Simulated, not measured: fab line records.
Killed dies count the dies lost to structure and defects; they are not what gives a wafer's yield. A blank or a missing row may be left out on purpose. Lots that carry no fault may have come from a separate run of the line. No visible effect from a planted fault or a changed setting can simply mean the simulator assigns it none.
fab line records -- flow gf180mcu
record: lots: 12, wafers: 36, last-day: 34
route steps=602 shown NSD@245 M2@362 V2@404
lots that met no fault: taken from a fault-free run of the same line
start-h: hours from the record's first day to the start of the lot's first wafer shown -- wait-h: time in hours since the lot's previous step -- " identical to the entry in the row above -- L1.1+2: one row covering several wafers at once -- - no value, or no start given -- * or withheld: withheld -- < > ~ a bound
route shown NAME@n: a module of which the file shows steps, and the number in the route of the first -- usual: mean/standard deviation taken from wafers without a fault -- same: alike in all rows -- chamber/n: place in a boat -- sites: each site's reading -- _std_site: the values' standard deviation -- _edge_site: inner sites' mean taken away from outer sites' mean -- radius-mm: for every site, how far away it sits from the centre of the wafer -- mask NAME#n: copy n -- behind: the last tool/chamber to shape the wafer -- hold: cause of the lot's hold/its duration in hours/its outcome -- device: the n, p or np transistor that did not switch -- end of line: the tests these same wafers got at the end of their route -- for a step that has no rows: nothing shown but its recipe -- killed: dies that structure and defects cost at the first sort, which is not the same as the wafer's yield -- map: a wafer's dies, marking killed ones x, the rest . and places with no die _
set.NAME: the setting as run; set.NAME@STEP: as run at that earlier step -- model.NAME: the simulator's own value behind a step, which no gauge read
steps of the route over a sample of lots; a table a step, a row a wafer
services: the hour from which a tool's chamber was out of use, counted from the record's first day as start-h (under 0 if before that day), plus the number of hours and why
== steps ==
step: GF_NSD_IMPLANT_10
recipe: species: P, energy-kev: 40, dose-cm2: 5e+14, tilt-deg: 7
usual: dose-ions-cm2: 5e+14/5.3e+11, faraday-current-uA: 2797/51
lot.wafer,tool,chamber,start-h,wait-h,dose-ions-cm2,faraday-current-uA
L420.2,implanter-03,0,323.39,0.1,4.999e+14,2723
L420.3,implanter-03,0,323.39,0.1,4.99e+14,2788
L420.4,implanter-03,0,323.39,0.1,4.99e+14,2821
L422.1,implanter-02,0,350.39,0.1,5.006e+14,2860
L422.3,implanter-02,0,350.39,0.1,5.005e+14,2776
L422.4,implanter-02,0,350.39,0.1,5.015e+14,2829
L423.1,implanter-02,0,356.39,0.1,4.259e+14,2435
L423.2,implanter-02,0,356.39,0.1,4.256e+14,2420
L423.3,implanter-02,0,356.39,0.1,4.263e+14,2388
L424.1,implanter-02,0,360.46,0.1,4.258e+14,2420
L424.4,implanter-02,0,360.46,0.1,4.264e+14,2409
L424.6,implanter-02,0,360.46,0.1,4.257e+14,2378
L427.1,implanter-01,0,383.61,0.1,5.001e+14,2823
L427.3,implanter-01,0,383.61,0.1,5.008e+14,2829
L427.4,implanter-01,0,383.61,0.1,5.005e+14,2800
L428.1,implanter-03,0,392.04,0.1,4.997e+14,2761
L428.4,implanter-03,0,392.04,0.1,5.002e+14,2745
L428.5,implanter-03,0,392.04,0.1,5.001e+14,2852
L431.1,implanter-03,0,430.84,0.1,5.002e+14,2884
L431.3,implanter-03,0,430.84,0.1,5.005e+14,2830
L431.5,implanter-03,0,430.84,0.1,4.994e+14,2768
L435.1,implanter-03,0,452.00,0.1,5.004e+14,2800
L435.2,implanter-03,0,452.00,0.1,5e+14,2718
L435.5,implanter-03,0,452.00,0.1,5.003e+14,2736
L434.2,implanter-02,0,452.75,0.1,4.998e+14,2787
L434.3,implanter-02,0,452.75,0.1,5.004e+14,2834
L434.6,implanter-02,0,452.75,0.1,5e+14,2786
L436.2,implanter-01,0,476.79,0.1,4.994e+14,2885
L436.3,implanter-01,0,476.79,0.1,4.995e+14,2711
L436.6,implanter-01,0,476.79,0.1,5.003e+14,2815
L438.1,implanter-01,0,480.58,0.1,5.001e+14,2812
L438.2,implanter-01,0,480.58,0.1,5.001e+14,2793
L438.6,implanter-01,0,480.58,0.1,5.007e+14,2842
L439.1,implanter-02,0,493.46,0.1,5.002e+14,2687
L439.5,implanter-02,0,493.46,0.1,4.999e+14,2916
L439.6,implanter-02,0,493.46,0.1,4.995e+14,2840
step: GF_NSD_STRIP_11
recipe: chemistry: O2/N2, power-w: 1400, pressure-mtorr: 1500, platen-temp-c: 250, o2-flow-sccm: 3000, n2-flow-sccm: 300, overash-fraction: 0.5
usual: drypump-motor-current-A: 5.7/0.35, heater-power-w: 332/17, oes-product-au: 0.487/0.0041, strip-time-to-endpoint-s: 22.95/0.03
lot.wafer,tool,chamber,start-h,wait-h,drypump-motor-current-A,heater-power-w,oes-product-au,rf-hours-counter-h,strip-time-to-endpoint-s
L420.2,plasma-asher-04,1,323.51,0.1,5.1,334,0.487,71,22.97
L420.3,plasma-asher-04,1,323.51,0.1,5.1,338,0.491,-,22.98
L420.4,plasma-asher-04,0,323.51,0.1,5.8,302,0.484,-,22.96
L422.1,plasma-asher-02,1,350.54,0.1,5.7,323,0.486,59,22.97
L422.3,plasma-asher-02,1,350.54,0.1,5.7,330,0.483,-,22.95
L422.4,plasma-asher-02,0,350.54,0.1,6.2,347,0.485,-,22.96
L423.1,plasma-asher-02,1,356.54,0.1,5.7,322,0.484,59,22.87
L423.2,plasma-asher-02,0,356.54,0.1,6.2,342,0.485,59,22.87
L423.3,plasma-asher-02,1,356.54,0.1,5.7,332,0.487,-,22.88
L424.1,plasma-asher-02,0,360.61,0.1,6.2,336,0.495,60,22.89
L424.4,plasma-asher-02,1,360.61,0.1,5.6,331,0.483,-,22.87
L424.6,plasma-asher-02,1,360.61,0.1,5.7,328,0.486,-,22.86
L427.1,plasma-asher-01,0,383.76,0.1,6.1,323,0.486,72,22.97
L427.3,plasma-asher-01,0,383.76,0.1,6.1,328,0.478,-,22.93
L427.4,plasma-asher-01,1,383.76,0.1,5.6,362,0.489,-,22.97
L428.1,plasma-asher-01,0,392.19,0.1,6.1,320,0.488,72,22.98
L428.4,plasma-asher-01,0,392.19,0.1,6.1,325,0.489,-,23.00
L428.5,plasma-asher-01,1,392.19,0.1,5.6,357,0.486,-,23.00
L431.1,plasma-asher-02,1,430.99,0.1,5.7,331,0.485,67,22.93
L431.3,plasma-asher-02,0,430.99,0.1,6.2,344,0.488,-,22.96
L431.5,plasma-asher-02,0,430.99,0.1,6.2,343,0.481,-,23.00
L435.1,plasma-asher-04,0,452.15,0.1,5.8,308,0.485,2,22.92
L435.2,plasma-asher-04,1,452.15,0.1,5.1,334,0.483,2,22.88
L435.5,plasma-asher-04,0,452.15,0.1,5.8,308,0.486,-,22.88
L434.2,plasma-asher-04,1,452.88,0.1,5.1,330,0.486,2,22.90
L434.3,plasma-asher-04,0,452.88,0.1,5.8,303,0.488,-,22.91
L434.6,plasma-asher-04,0,452.88,0.1,5.8,310,0.487,-,22.92
L436.2,plasma-asher-02,0,476.91,0.1,6.2,341,0.491,72,22.91
L436.3,plasma-asher-02,0,476.91,0.1,6.1,339,0.493,-,22.93
L436.6,plasma-asher-02,0,476.91,0.1,6.2,338,0.489,-,22.97
L438.1,plasma-asher-04,1,480.73,0.1,5.1,337,0.490,5,22.94
L438.2,plasma-asher-04,0,480.73,0.1,5.8,302,0.484,5,22.92
L438.6,plasma-asher-04,1,480.73,0.1,5.1,337,0.487,-,22.96
L439.1,plasma-asher-04,1,493.61,0.1,5.1,335,0.486,7,22.98
L439.5,plasma-asher-04,0,493.61,0.1,5.8,311,0.484,-,22.94
L439.6,plasma-asher-04,1,493.61,0.1,5.1,329,0.487,-,22.97
step: GF_PSD_RS_MEAS_14
recipe: thk-meas-gauge: four-point-probe
usual: NSD_RS: 46.14/0.083
lot.wafer,tool,chamber,start-h,wait-h,NSD_RS[ohm/sq]
L420.2,film-metro-01,-,344.20,0.1,46.15
L420.3,film-metro-01,-,344.20,0.1,46.12
L420.4,film-metro-01,-,344.20,0.1,46.20
L422.1,film-metro-01,-,372.98,0.1,46.22
L422.3,film-metro-01,-,372.98,0.1,46.13
L422.4,film-metro-01,-,372.98,0.1,46.12
L423.1,film-metro-02,-,379.02,0.1,47.19
L423.2,film-metro-02,-,379.02,0.1,47.15
L423.3,film-metro-02,-,379.02,0.1,47.05
L424.1,film-metro-04,-,382.53,0.1,47.11
L424.4,film-metro-04,-,382.53,0.1,47.17
L424.6,film-metro-04,-,382.53,0.1,47.13
L427.1,film-metro-01,-,406.48,0.1,46.17
L427.3,film-metro-01,-,406.48,0.1,46.04
L427.4,film-metro-01,-,406.48,0.1,46.24
L428.1,film-metro-04,-,415.54,0.1,46.14
L428.4,film-metro-04,-,415.54,0.1,46.12
L428.5,film-metro-04,-,415.54,0.1,46.03
L431.1,film-metro-04,-,456.46,0.1,46.04
L431.3,film-metro-04,-,456.46,0.1,46.10
L431.5,film-metro-04,-,456.46,0.1,46.05
L435.1,film-metro-02,-,477.19,0.1,46.06
L435.2,film-metro-02,-,477.19,0.1,46.02
L435.5,film-metro-02,-,477.19,0.1,46.16
L434.2,film-metro-02,-,478.40,0.1,46.24
L434.3,film-metro-02,-,478.40,0.1,46.21
L434.6,film-metro-02,-,478.40,0.1,46.23
L436.2,film-metro-04,-,501.19,0.1,46.09
L436.3,film-metro-04,-,501.19,0.1,46.25
L436.6,film-metro-04,-,501.19,0.1,46.27
L438.1,film-metro-02,-,505.23,0.1,46.18
L438.2,film-metro-02,-,505.23,0.1,46.19
L438.6,film-metro-02,-,505.23,0.1,46.12
L439.1,film-metro-02,-,517.48,0.1,46.03
L439.5,film-metro-02,-,517.48,0.1,45.93
L439.6,film-metro-02,-,517.48,0.1,45.98
step: GF_M2_SPUTTER_00
recipe: material: Ti, target-thk-nm: 37.5, arriving-ion-energy-ev: 80, substrate-temp-c: 200, chamber-pressure-pa: 2, power-w: 4000, time-s: 150
usual: throttle-valve-pct: 30.1/1.2
lot.wafer,tool,chamber,start-h,wait-h,throttle-valve-pct
L420.2,pvd-sputter-01,-,440.64,0.2,29.8
L420.3,pvd-sputter-01,-,440.64,0.2,29.4
L420.4,pvd-sputter-01,-,440.64,0.2,30.6
L422.1,pvd-sputter-03,-,474.39,0.1,32.0
L422.3,pvd-sputter-03,-,474.39,0.1,31.3
L422.4,pvd-sputter-03,-,474.39,0.1,32.2
L423.1,pvd-sputter-02,-,479.94,0.1,30.0
L423.2,pvd-sputter-02,-,479.94,0.1,28.8
L423.3,pvd-sputter-02,-,479.94,0.1,29.0
L424.1,pvd-sputter-03,-,484.82,0.1,31.5
L424.4,pvd-sputter-03,-,484.82,0.1,32.1
L424.6,pvd-sputter-03,-,484.82,0.1,31.4
L427.1,pvd-sputter-03,-,510.44,0.1,31.4
L427.3,pvd-sputter-03,-,510.44,0.1,32.0
L427.4,pvd-sputter-03,-,510.44,0.1,32.3
L428.1,pvd-sputter-02,-,516.97,0.1,30.3
L428.4,pvd-sputter-02,-,516.97,0.1,28.6
L428.5,pvd-sputter-02,-,516.97,0.1,30.2
L431.1,pvd-sputter-02,-,556.27,0.1,28.8
L431.3,pvd-sputter-02,-,556.27,0.1,30.3
L431.5,pvd-sputter-02,-,556.27,0.1,30.3
L434.2,pvd-sputter-02,-,574.99,0.2,30.3
L434.3,pvd-sputter-02,-,574.99,0.2,28.4
L434.6,pvd-sputter-02,-,574.99,0.2,28.8
L435.1,pvd-sputter-03,-,575.29,0.1,31.9
L435.2,pvd-sputter-03,-,575.29,0.1,31.9
L435.5,pvd-sputter-03,-,575.29,0.1,32.0
L436.2,pvd-sputter-01,-,596.64,0.2,30.2
L436.3,pvd-sputter-01,-,596.64,0.2,29.8
L436.6,pvd-sputter-01,-,596.64,0.2,29.2
L438.1,pvd-sputter-03,-,600.74,0.1,32.2
L438.2,pvd-sputter-03,-,600.74,0.1,28.8
L438.6,pvd-sputter-03,-,600.74,0.1,32.1
L439.1,pvd-sputter-02,-,608.84,0.1,30.3
L439.5,pvd-sputter-02,-,608.84,0.1,30.5
L439.6,pvd-sputter-02,-,608.84,0.1,30.3
step: GF_V2_SPUTTER_22
recipe: material: TiN, target-thk-nm: 10, chamber-pressure-pa: 5, power-w: 4000, time-s: 40
usual: throttle-valve-pct: 30.0/0.8
lot.wafer,tool,chamber,start-h,wait-h,throttle-valve-pct
L420.2,pvd-sputter-03,-,491.65,0.0,29.0
L420.3,pvd-sputter-03,-,491.65,0.0,32.1
L420.4,pvd-sputter-03,-,491.65,0.0,31.4
L422.1,pvd-sputter-04,-,523.75,0.0,29.1
L422.3,pvd-sputter-04,-,523.75,0.0,30.6
L422.4,pvd-sputter-04,-,523.75,0.0,29.3
L423.1,pvd-sputter-03,-,529.21,0.0,28.8
L423.2,pvd-sputter-03,-,529.21,0.0,32.0
L423.3,pvd-sputter-03,-,529.21,0.0,31.4
L424.1,pvd-sputter-01,-,534.28,0.0,29.7
L424.4,pvd-sputter-01,-,534.28,0.0,29.2
L424.6,pvd-sputter-01,-,534.28,0.0,30.1
L427.1,pvd-sputter-04,-,557.89,0.0,30.3
L427.3,pvd-sputter-04,-,557.89,0.0,29.2
L427.4,pvd-sputter-04,-,557.89,0.0,28.6
L428.1,pvd-sputter-01,-,563.68,0.0,29.9
L428.4,pvd-sputter-01,-,563.68,0.0,29.3
L428.5,pvd-sputter-01,-,563.68,0.0,29.7
L431.1,pvd-sputter-01,-,601.94,0.0,29.5
L431.3,pvd-sputter-01,-,601.94,0.0,29.3
L431.5,pvd-sputter-01,-,601.94,0.0,30.6
L434.2,pvd-sputter-04,-,618.83,0.0,29.4
L434.3,pvd-sputter-04,-,618.83,0.0,29.2
L434.6,pvd-sputter-04,-,618.83,0.0,30.4
L435.1,pvd-sputter-01,-,619.39,0.0,29.6
L435.2,pvd-sputter-01,-,619.39,0.0,29.3
L435.5,pvd-sputter-01,-,619.39,0.0,29.8
L436.2,pvd-sputter-04,-,639.98,0.0,29.0
L436.3,pvd-sputter-04,-,639.98,0.0,30.1
L436.6,pvd-sputter-04,-,639.98,0.0,28.8
L438.1,pvd-sputter-01,-,643.99,0.0,30.2
L438.2,pvd-sputter-01,-,643.99,0.0,30.0
L438.6,pvd-sputter-01,-,643.99,0.0,29.4
L439.1,pvd-sputter-01,-,651.49,0.0,30.2
L439.5,pvd-sputter-01,-,651.49,0.0,30.4
L439.6,pvd-sputter-01,-,651.49,0.0,30.0
step: GF_V2_CVD_23
recipe: material: W, target-thk-nm: 350, time-s: 104.94, temp-c: 400, pressure-torr: 40
usual: chamber-pressure-Torr: 39.98/0.097, heater-power-w: 842/80
lot.wafer,tool,chamber,start-h,wait-h,chamber-pressure-Torr,heater-power-w
L420.2,cvd-w-02,1,491.69,0.0,40.00,825
L420.3,cvd-w-02,0,491.69,0.0,39.95,769
L420.4,cvd-w-02,1,491.69,0.0,40.11,816
L422.1,cvd-w-01,0,523.79,0.0,40.06,983
L422.3,cvd-w-01,1,523.79,0.0,40.10,772
L422.4,cvd-w-01,0,523.79,0.0,40.15,947
L423.1,cvd-w-01,0,529.25,0.0,39.81,936
L423.2,cvd-w-01,1,529.25,0.0,39.91,774
L423.3,cvd-w-01,1,529.25,0.0,40.09,786
L424.1,cvd-w-01,0,534.32,0.0,40.09,955
L424.4,cvd-w-01,0,534.32,0.0,40.09,970
L424.6,cvd-w-01,1,534.32,0.0,40.07,802
L427.1,cvd-w-01,1,557.93,0.0,39.91,780
L427.3,cvd-w-01,1,557.93,0.0,39.91,795
L427.4,cvd-w-01,0,557.93,0.0,39.94,976
L428.1,cvd-w-01,0,563.72,0.0,39.99,933
L428.4,cvd-w-01,1,563.72,0.0,40.01,801
L428.5,cvd-w-01,0,563.72,0.0,39.94,972
L431.1,cvd-w-02,1,601.98,0.0,40.07,823
L431.3,cvd-w-02,0,601.98,0.0,39.90,767
L431.5,cvd-w-02,1,601.98,0.0,39.96,797
L434.2,cvd-w-02,0,618.87,0.0,40.09,783
L434.3,cvd-w-02,1,618.87,0.0,39.81,827
L434.6,cvd-w-02,1,618.87,0.0,40.06,806
L435.1,cvd-w-02,0,619.43,0.0,39.97,774
L435.2,cvd-w-02,1,619.43,0.0,39.97,826
L435.5,cvd-w-02,1,619.43,0.0,39.97,825
L436.2,cvd-w-01,0,640.02,0.0,39.99,993
L436.3,cvd-w-01,0,640.02,0.0,39.87,980
L436.6,cvd-w-01,0,640.02,0.0,39.84,981
L438.1,cvd-w-01,1,644.03,0.0,39.97,784
L438.2,cvd-w-01,0,644.03,0.0,39.94,941
L438.6,cvd-w-01,1,644.03,0.0,40.20,815
L439.1,cvd-w-02,1,651.53,0.0,40.07,816
L439.5,cvd-w-02,0,651.53,0.0,39.96,782
L439.6,cvd-w-02,1,651.53,0.0,40.02,800
== services ==
tool,chamber,start-h,hours,kind
cvd-w-01,-,318.27,2.8,pm
cvd-w-02,-,321.02,2.8,pm
implanter-02,-,336.97,4.3,repair
cvd-w-02,-,354.67,28.1,pm
pvd-sputter-03,-,361.12,0.8,repair
cvd-w-01,-,390.00,14.0,pm
plasma-asher-02,-,401.81,0.3,repair
implanter-02,-,411.74,2.0,repair
plasma-asher-04,-,421.25,9.0,pm
cvd-w-01,-,443.06,6.0,pm
cvd-w-02,1,454.39,15.1,repair
implanter-02,-,456.19,1.7,repair
cvd-w-02,0,464.32,20.5,repair
plasma-asher-04,-,515.50,1.1,repair
cvd-w-02,-,545.59,15.6,pm
pvd-sputter-02,-,546.47,0.5,repair
pvd-sputter-02,-,559.22,5.7,repair
cvd-w-01,1,570.56,5.9,repair
pvd-sputter-02,-,579.01,2.2,repair
pvd-sputter-01,-,584.12,4.6,repair
cvd-w-01,0,593.78,10.0,repair
cvd-w-01,-,609.20,14.6,pm
pvd-sputter-03,-,635.64,3.7,repair
cvd-w-01,-,649.58,6.9,pm
== key ==
first-sign: step: GF_NSD_IMPLANT_10, reading: dose-ions-cm2, direction: down, sigmas: 99+, usual: 5e+14, struck: 4.26e+14
effect: step: GF_NSD_IMPLANT_10, reading: faraday-current-uA, direction: down, sigmas: 7.6, usual: 2797, struck: 2408
effect: step: GF_NSD_STRIP_11, reading: strip-time-to-endpoint-s, direction: down, sigmas: 2.6, usual: *, struck: *
effect: step: GF_PSD_RS_MEAS_14, reading: NSD_RS, direction: up, sigmas: 12, usual: 46.14, struck: 47.13
met-at GF_NSD_IMPLANT_10
struck-lots L423,L424
tester-left-out L423,L424
not-acting-at GF_M2_SPUTTER_00,GF_V2_SPUTTER_22,GF_V2_CVD_23
onset-between 350.39 356.39
fault: kind: process-parameter-drift, tool: implanter-02, chamber: -, onset-h: 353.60, steps: GF_NSD_IMPLANT_10, channel: dose-cm2, offset: -7.3965e+13, shape: step, end-h: 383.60, acts-in: these-recipes-only, stated: 5e+14
tester-left-out: of these lots the tester's yield and bins aren't shown, on N5 and GAA mostly nor the transistor test; their killed dies are dies lost to structure and defects alone, not to doping, threshold or leakage, so they don't give the yield
